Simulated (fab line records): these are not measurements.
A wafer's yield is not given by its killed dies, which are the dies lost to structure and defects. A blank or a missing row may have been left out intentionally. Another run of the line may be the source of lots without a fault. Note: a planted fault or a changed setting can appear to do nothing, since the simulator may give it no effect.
fab line records    flow sky130
record lots=5  wafers=15  lastDay=48
route steps=708 shown SONOS_TUNNEL@160 SONOS_ONO@168 GATE_OXIDE@187 POLY_CUT@317 PAD_OPEN@708
lots that met no fault: taken from a fault-free run of the same line
startH: hours from the record's opening day to when the first of the lot's shown wafers began    waitH: hours from the lot's prior step to this one    " repeats the value in the row above    L1.1+2: one row covering several wafers at once    - no value, or no start given    * or withheld: withheld    < > ~ a bound
route shown NAME@n: names a module that has steps shown in the file, with the first one's number in the route    usual: mean/standard deviation of fault-free wafers    same: alike in all rows    chamber/n: place in a boat    sites: per-site readings    _std_site: standard deviation of those values    _edge_site: outer sites' mean less inner sites'    radiusMm: how far each site lies from the wafer's centre    mask NAME#n: copy n    behind: the most recent tool/chamber to have shaped the wafer    hold: the reason the lot was held/the length of the hold in hours/how it ended    device: the n, p or np transistor that did not switch    end of line: at the end of the route, the tests of the same wafers    a step without rows: its recipe alone    killed: the dies lost at the first sort to structure and to defects; this is not the yield of the wafer    map: the dies of a wafer, with x for killed, . for not killed, _ for no die there
set.NAME: the run value of the setting; set.NAME@STEP: its run value at that earlier step    model.NAME: the simulator's own value behind a step, which no gauge read
lots at selected steps of the route; one table per step, one row per wafer
services: from which hour (startH, from the record's first day; less than 0 if before it) a tool's chamber was out of use, for how many hours, and why
## steps
# step SKY_SONOS_TUNNEL_DEVELOP_06
# recipe resist=NOVOLAK  developer=TMAH  developTimeS=60  devTempC=23
# step SKY_SONOS_TUNNEL_IMPLANT_09
# recipe species=B  energyKev=20  doseCm2=1e+12  tiltDeg=withheld
# step SKY_SONOS_TUNNEL_WET_ETCH_10
# recipe chemistry=dHF  targetDepthNm=14  target=SiO2  dilution=100:1  tempC=25  timeS=280
# step SKY_SONOS_TUNNEL_STRIP_11
# recipe chemistry=SPM  timeS=600  tempC=130
# step SKY_SONOS_TUNNEL_CLEAN_13
# recipe chemistry=dHF  timeS=20  dilution=100:1  dry=ipaMarangoni
# step SKY_SONOS_ONO_OXIDATION_00
# recipe tempC=800  ambient=O2  idleTempC=700  rampUpCPerMin=10  rampDownCPerMin=3  stabiliseS=600  purgeS=300  targetThkA=26  oxTimeS=1249
# step SKY_SONOS_ONO_CVD_02
# recipe material=Si3N4  precursor=DCS/NH3  targetThkNm=10.5  tempC=770  timeS=180  pressureMtorr=250
# step SKY_SONOS_ONO_CVD_04
# recipe material=SiO2  precursor=SiH4/N2O  targetThkNm=5.7199  tempC=900  pressureMtorr=400
# usual spikeTcBottomC=918/3.5
lot.wafer  tool      chamber  startH  waitH  spikeTcBottomC  model.SiO2_of_SONOS_ONO_CVD_04.thkNm
L872.1     lpcvd-03  1        275.67  0.1    913             3.431
L872.2     "         1        "       "      914             3.594
L872.3     "         1        "       "      912             3.482
L873.1     lpcvd-03  1        283.55  0.1    912             3.413
L873.4     "         1        "       "      912             3.339
L873.5     "         1        "       "      911             3.267
L874.3     lpcvd-03  0        292.80  0.0    920             3.405
L874.4     "         0        "       "      920             3.373
L874.5     "         0        "       "      921             3.33
L884.2     lpcvd-03  0        367.28  0.0    920             5.46
L884.4     "         0        "       "      920             5.549
L884.6     "         0        "       "      920             5.507
L885.1     lpcvd-03  0        376.33  0.1    921             5.178
L885.3     "         0        "       "      918             5.247
L885.4     "         0        "       "      919             5.252
# step SKY_SONOS_ONO_THK_MEAS_05
# recipe reads=SiO2_of_SONOS_ONO_CVD_04
# usual SONOS_ONO_CVD_04_THK=5.36/0.13
lot.wafer  tool          chamber  startH  waitH  SONOS_ONO_CVD_04_THK[nm]
L872.1     filmMetro-03  -        276.92  0.0    3.43
L872.2     "             -        "       "      3.60
L872.3     "             -        "       "      3.49
L873.1     filmMetro-02  -        284.80  0.0    3.34
L873.4     "             -        "       "      3.33
L873.5     "             -        "       "      3.25
L874.3     filmMetro-03  -        294.07  0.0    3.37
L874.4     "             -        "       "      3.34
L874.5     "             -        "       "      3.33
L884.2     filmMetro-02  -        368.57  0.1    5.45
L884.4     "             -        "       "      5.59
L884.6     "             -        "       "      5.56
L885.1     filmMetro-03  -        377.58  0.0    5.17
L885.3     "             -        "       "      5.25
L885.4     "             -        "       "      5.28
# step SKY_SONOS_ONO_DEHYDRATE_06
# recipe tempC=200  timeS=60
# step SKY_SONOS_ONO_HMDS_07
# recipe primeTimeS=60  primeTempC=120
# step SKY_SONOS_ONO_COAT_08
# recipe resist=NOVOLAK  spinRpm=3000  resistThkNm=1140
# step SKY_SONOS_ONO_SOFTBAKE_09
# recipe tempC=90  timeS=60  resist=NOVOLAK
# step SKY_SONOS_ONO_EXPOSE_10
# recipe maskId=ONOM  targetCdNm=410  na=0.6  sourceShape=conventional  sigmaOuter=0.6  doseMj=150
# step SKY_SONOS_ONO_PEB_11
# recipe tempC=withheld  timeS=*  resist=NOVOLAK
# step SKY_SONOS_ONO_DEVELOP_12
# recipe developTimeS=60  devTempC=23
# step SKY_SONOS_ONO_ETCH_15
# recipe targetDepthNm=19.52  chemistry=CHF3/O2  sourceW=600  biasW=200  pressureMtorr=40  chf3FlowSccm=50  O2_flow_sccm=5  timeS=7.8
# step SKY_SONOS_ONO_WET_ETCH_16
# recipe chemistry=dHF  targetDepthNm=14  dry=n2Spin  target=SiO2  dilution=100:1  tempC=25  timeS=280
# step SKY_SONOS_ONO_STRIP_17
# recipe chemistry=O2/N2  powerW=1400  pressureMtorr=1500  platenTempC=withheld  o2FlowSccm=3000  n2FlowSccm=300  overashFraction=0.5
# step SKY_SONOS_ONO_WET_ETCH_18
# recipe chemistry=H3PO4  targetDepthNm=15  target=Si3N4  tempC=160  timeS=172
# step SKY_GATE_OXIDE_CLEAN_00
# recipe chemistry=SC1/SC2  mix=1:4:20  tempC=70  timeS=150  dry=n2Spin
# step SKY_GATE_OXIDE_OXIDATION_01
# recipe tempC=900  ambient=O2  stabiliseS=600  purgeS=300  targetThkA=102.68  oxTimeS=1473
# step SKY_GATE_OXIDE_DEHYDRATE_03
# recipe tempC=200  timeS=60
# step SKY_GATE_OXIDE_HMDS_04
# recipe primeTimeS=60  primeTempC=120
# step SKY_GATE_OXIDE_COAT_05
# recipe resist=NOVOLAK  spinRpm=3000  resistThkNm=1140
# step SKY_GATE_OXIDE_SOFTBAKE_06
# recipe tempC=90  timeS=60  resist=NOVOLAK
# step SKY_GATE_OXIDE_EXPOSE_07
# recipe maskId=LVOM  na=0.6  sourceShape=conventional  sigmaOuter=0.6  polarization=unpolarized  targetCdNm=600  doseMj=170
# step SKY_GATE_OXIDE_PEB_08
# recipe tempC=withheld  timeS=*  resist=NOVOLAK
# step SKY_GATE_OXIDE_DEVELOP_09
# recipe resist=NOVOLAK  developer=TMAH  developTimeS=60  devTempC=23
# step SKY_GATE_OXIDE_IMPLANT_11
# recipe species=B  energyKev=10  doseCm2=2.568e+12  tiltDeg=withheld
# step SKY_GATE_OXIDE_WET_ETCH_12
# recipe chemistry=dHF  targetDepthNm=16.8  dry=n2Spin  target=SiO2  dilution=100:1  tempC=25  timeS=336
# step SKY_GATE_OXIDE_STRIP_13
# recipe chemistry=O2/N2  powerW=1400  pressureMtorr=1500  platenTempC=withheld  o2FlowSccm=3000  n2FlowSccm=300  overashFraction=0.5
# step SKY_POLY_CUT_ETCH_10
# recipe chemistry=N2/H2  target=BARC  ionEnergyEv=200  sourceW=500  biasW=100  pressureMtorr=30  n2FlowSccm=100  h2FlowSccm=200  stopOn=SiO2  timeS=46.85  targetDepthA=600
# usual drypumpMotorCurrentA=5.7/0.42  h2FlowSccm=200.0/0.54  oesProductAu=0.848/0.0047  throttleValvePct=13.225/0.0084
lot.wafer  tool        chamber  startH  waitH  drypumpMotorCurrentA  h2FlowSccm  oesProductAu  rfHoursCounterH  throttleValvePct  model.SiO2_of_SONOS_ONO_CVD_04.thkNm
L872.1     rieDiel-02  2        581.43  0.0    6.4                   200.2       0.848         62               13.220            1.883
L872.2     "           1        "       "      5.8                   199.0       0.845         11               13.220            2.042
L872.3     "           3        "       "      6.0                   198.9       0.856         3                13.229            1.929
L873.1     rieDiel-04  1        589.72  0.0    6.1                   200.7       0.851         60               13.211            1.854
L873.4     "           1        "       "      6.1                   200.0       0.846         -                13.234            1.787
L873.5     "           1        "       "      6.1                   200.3       0.846         -                13.223            1.712
L874.3     rieDiel-02  1        599.98  0.0    5.8                   199.9       0.850         12               13.217            1.847
L874.4     "           3        "       "      6.0                   199.0       0.856         3                13.217            1.812
L874.5     "           2        "       "      6.4                   201.1       0.852         -                13.232            1.772
L884.2     rieDiel-02  0        678.08  0.0    5.0                   200.4       0.852         1                13.221            3.902
L884.4     "           2        "       "      6.4                   199.1       0.845         0                13.215            3.994
L884.6     "           3        "       "      6.0                   200.0       0.844         -                13.221            3.949
L885.1     rieDiel-04  2        687.43  0.0    5.7                   199.9       0.853         12               13.231            3.612
L885.3     "           0        "       "      5.8                   199.6       0.848         9                13.227            3.683
L885.4     "           2        "       "      5.7                   200.5       0.845         -                13.220            3.685
# step SKY_PAD_OPEN_PROBE_99
# usual killed_at_M0_to_M3=44/7.1  killed_at_M4_up=3/1.6  killedAtContacts=24/5.4  killedAtFrontEnd=15/4.7  killedAtOther=0.3/0.51  killedDies=87/9.9  killedOpen=48/7.6  killedShort=39/6.3
# same grossDies=492  killedAtBackSide=0
lot.wafer  tool       chamber  startH   waitH  killed_at_M0_to_M3  killed_at_M4_up  killedAtContacts  killedAtFrontEnd  killedAtOther  killedDies  killedOpen  killedShort  model.etest.sonosUncharged.rOnOhmUm  model.etest.sonosErased.driveUaUm  model.etest.capOno.gateLog10ACm2  model.etest.capOno.gateBvV  model.etest.capOno.toxAccNm  model.etest.sonosErased.vtV  model.etest.sonosProgrammed.vtV  model.etest.sonosBaked.vtV
L872.1     prober-02  -        1090.73  0.1    46                  5                14                17                0              82          40          42           746.1                                185.5                              -5.02                             14.04                       10.55                        -1.898                       1.832                            1.209
L872.2     prober-02  -        1090.78  0.1    56                  3                25                17                0              101         67          34           731.6                                224.7                              -5.195                            14.28                       10.77                        -2.222                       1.901                            1.25
L872.3     prober-02  -        1090.83  0.2    48                  2                30                13                0              93          58          35           742.5                                197.6                              -5.068                            14.3                        10.64                        -1.991                       1.862                            1.247
L873.1     prober-02  -        1093.54  0.1    47                  6                22                10                0              85          50          35           723.1                                162.9                              -5.181                            13.8                        10.7                         -1.794                       1.804                            1.213
L873.4     prober-02  -        1093.69  0.2    55                  3                30                17                0              105         53          52           731.6                                169.5                              -4.975                            14.08                       10.53                        -1.695                       1.802                            1.183
L873.5     prober-02  -        1093.74  0.2    33                  3                28                14                0              78          40          38           715.4                                111.6                              -4.931                            13.66                       10.56                        -1.213                       1.737                            1.144
L874.3     prober-01  -        1104.60  0.2    46                  2                12                15                0              75          50          25           720.9                                168.1                              -5.089                            14.05                       10.7                         -1.735                       1.819                            1.253
L874.4     prober-01  -        1104.65  0.2    50                  1                28                12                0              91          52          39           746.1                                139                                -5.012                            13.72                       10.64                        -1.509                       1.826                            1.209
L874.5     prober-01  -        1104.70  0.2    41                  1                25                14                0              81          45          36           725.9                                110.9                              -5.013                            14.07                       10.64                        -1.224                       1.8                              1.198
L884.2     prober-02  -        1158.08  0.1    46                  4                37                18                1              106         60          46           789.6                                208.4                              -7.548                            16.04                       12.65                        -2.373                       1.622                            1.076
L884.4     prober-02  -        1158.18  0.2    28                  2                21                20                0              71          41          30           799.1                                223.8                              -7.626                            16.38                       12.63                        -2.409                       1.558                            1.014
L884.6     prober-02  -        1158.28  0.2    51                  3                26                10                0              90          42          48           791.6                                182.6                              -7.675                            16.21                       12.67                        -2.324                       1.588                            1.073
L885.1     prober-01  -        1162.33  0.1    56                  0                27                19                0              102         54          48           802                                  221.7                              -7.241                            16.19                       12.35                        -2.474                       1.71                             1.112
L885.3     prober-01  -        1162.43  0.2    46                  3                18                13                0              80          51          29           787.6                                209.3                              -7.332                            16.34                       12.49                        -2.417                       1.656                            1.127
L885.4     prober-01  -        1162.48  0.2    48                  5                23                8                 0              84          53          31           795.1                                231                                -7.407                            15.8                        12.47                        -2.448                       1.655                            1.153
# killed by level:class
L872.1 METAL2:geometricParticle:short=9 VIA1:geometricParticle:open=9 POLY_GATE:geometricParticle:short=7 VIA3:geometricParticle:open=6 CONTACT:geometricParticle:open=5 VIA1:geometricParticle:short=5 VIA2:geometricParticle:open=5 METAL3:geometricParticle:short=4
L872.2 VIA1:geometricParticle:open=12 VIA3:geometricParticle:open=11 LI_CONTACT:geometricParticle:open=8 CONTACT:geometricParticle:open=8 VIA2:geometricParticle:open=8 METAL1:geometricParticle:short=6 FIELD_ISO:geometricParticle:open=5 POLY_GATE:geometricParticle:open=5
L872.3 VIA1:geometricParticle:open=12 LI_CONTACT:geometricParticle:open=11 CONTACT:geometricParticle:open=11 VIA2:geometricParticle:open=9 METAL1:geometricParticle:short=7 FIELD_ISO:geometricParticle:short=5 CONTACT:geometricParticle:short=5 VIA3:geometricParticle:open=5
L873.1 VIA2:geometricParticle:open=10 VIA1:geometricParticle:open=9 LI_CONTACT:geometricParticle:open=7 LOCAL_INTERCONNECT:geometricParticle:short=7 METAL2:geometricParticle:short=6 VIA3:geometricParticle:open=5 POLY_GATE:geometricParticle:open=4 VIA1:geometricParticle:short=4
L873.4 VIA1:geometricParticle:open=12 LI_CONTACT:geometricParticle:open=10 CONTACT:geometricParticle:open=9 VIA1:geometricParticle:short=8 VIA3:geometricParticle:open=8 CONTACT:geometricParticle:short=6 METAL3:geometricParticle:short=6 VIA3:geometricParticle:short=6
L873.5 CONTACT:geometricParticle:open=10 VIA2:geometricParticle:open=8 LI_CONTACT:geometricParticle:open=7 VIA3:geometricParticle:short=6 VIA3:geometricParticle:open=5 FIELD_ISO:geometricParticle:short=4 FIELD_ISO:geometricParticle:open=4 LI_CONTACT:geometricParticle:short=4
L874.3 VIA1:geometricParticle:open=11 VIA2:geometricParticle:open=9 LI_CONTACT:geometricParticle:open=6 VIA3:geometricParticle:open=5 CONTACT:geometricParticle:open=5 METAL1:geometricParticle:short=5 POLY_GATE:geometricParticle:open=4 VIA3:geometricParticle:short=4
L874.4 VIA1:geometricParticle:open=13 CONTACT:geometricParticle:open=12 METAL1:geometricParticle:short=8 LI_CONTACT:geometricParticle:open=6 VIA2:geometricParticle:open=6 LOCAL_INTERCONNECT:geometricParticle:short=5 POLY_GATE:geometricParticle:open=4 CONTACT:geometricParticle:short=4
L874.5 LI_CONTACT:geometricParticle:open=10 VIA1:geometricParticle:open=8 VIA3:geometricParticle:open=7 POLY_GATE:geometricParticle:open=6 CONTACT:geometricParticle:open=6 VIA1:geometricParticle:short=6 METAL2:geometricParticle:short=5 VIA2:geometricParticle:open=5
L884.2 CONTACT:geometricParticle:open=13 VIA3:geometricParticle:open=9 LI_CONTACT:geometricParticle:open=9 LOCAL_INTERCONNECT:geometricParticle:short=7 METAL1:geometricParticle:short=7 VIA1:geometricParticle:open=7 VIA1:geometricParticle:short=6 VIA2:geometricParticle:open=6
L884.4 CONTACT:geometricParticle:open=9 FIELD_ISO:geometricParticle:open=7 VIA2:geometricParticle:open=7 VIA3:geometricParticle:open=5 POLY_GATE:geometricParticle:short=4 LI_CONTACT:geometricParticle:open=4 POLY_GATE:geometricParticle:open=3 SPACER:geometricParticle:short=3
L884.6 METAL1:geometricParticle:short=11 VIA1:geometricParticle:open=9 VIA3:geometricParticle:open=9 CONTACT:geometricParticle:open=8 VIA3:geometricParticle:short=6 CONTACT:geometricParticle:short=5 LI_CONTACT:geometricParticle:open=5 LI_CONTACT:geometricParticle:short=4
L885.1 CONTACT:geometricParticle:open=13 VIA3:geometricParticle:open=12 VIA1:geometricParticle:open=10 METAL2:geometricParticle:short=7 METAL1:geometricParticle:short=6 VIA3:geometricParticle:short=5 METAL3:geometricParticle:short=5 FIELD_ISO:geometricParticle:open=4
L885.3 VIA1:geometricParticle:open=13 CONTACT:geometricParticle:open=7 VIA3:geometricParticle:open=7 VIA2:geometricParticle:open=7 FIELD_ISO:geometricParticle:open=4 FIELD_ISO:geometricParticle:short=4 METAL2:geometricParticle:short=4 VIA2:geometricParticle:short=4
L885.4 VIA1:geometricParticle:open=13 LI_CONTACT:geometricParticle:open=9 CONTACT:geometricParticle:open=7 VIA2:geometricParticle:open=6 POLY_GATE:geometricParticle:open=4 VIA3:geometricParticle:open=4 VIA1:geometricParticle:short=4 METAL2:geometricParticle:short=4
## services
tool        chamber  startH  hours  kind
rieDiel-04  -        275.92  2.8    pm
rieDiel-02  1        279.82  9.2    repair
rieDiel-04  2        295.86  9.4    repair
rieDiel-02  3        327.70  -      clean
rieDiel-02  3        327.70  17.0   scheduledDown
rieDiel-02  3        327.70  17.0   ventCycle
rieDiel-04  0        337.88  21.9   repair
rieDiel-04  2        363.67  9.8    repair
rieDiel-04  3        375.92  6.3    repair
rieDiel-02  -        381.02  14.6   pm
rieDiel-04  1        394.20  1.6    repair
rieDiel-04  3        394.31  8.9    repair
rieDiel-04  2        406.89  4.5    repair
rieDiel-02  0        432.41  4.1    repair
rieDiel-02  3        495.21  3.3    repair
lpcvd-03    -        498.80  2.8    pm
rieDiel-02  0        549.60  5.7    repair
rieDiel-02  -        552.40  2.8    pm
rieDiel-02  1        559.71  4.5    repair
rieDiel-04  2        584.78  21.2   repair
rieDiel-04  0        589.18  3.6    repair
rieDiel-02  0        614.72  1.2    repair
lpcvd-03    -        634.60  1.3    repair
rieDiel-04  3        661.06  14.2   repair
## key
firstSign step=SKY_SONOS_ONO_THK_MEAS_05  reading=SONOS_ONO_CVD_04_THK  direction=down  sigmas=16  usual=5.36  struck=3.39
effect none on later readings
modelEffect step=SKY_SONOS_ONO_CVD_04  value=SiO2_of_SONOS_ONO_CVD_04.thkNm  without=5.279  struck=3.404
modelEffect step=SKY_POLY_CUT_ETCH_10  value=SiO2_of_SONOS_ONO_CVD_04.thkNm  without=3.724  struck=1.849
modelEffect step=SKY_PAD_OPEN_PROBE_99  value=etest.sonosUncharged.rOnOhmUm  without=794.7  struck=731.5
metAt SKY_SONOS_ONO_CVD_04
struckWafers L872.1,L872.2,L872.3,L873.1,L873.4,L873.5,L874.3,L874.4,L874.5
testerLeftOut L872,L873,L874
fault kind=processParameterDrift  tool=lpcvd-03  chamber=-  onsetH=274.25  steps=SKY_SONOS_ONO_CVD_04  channel=targetThkNm  offset=-1.9719  shape=step  endH=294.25  stated=5.7199
# testerLeftOut: of these lots the tester's yield and bins aren't shown, on N5 and GAA mostly nor the transistor test; their killed dies are dies lost to structure and defects alone, not to doping, threshold or leakage, so they don't give the yield
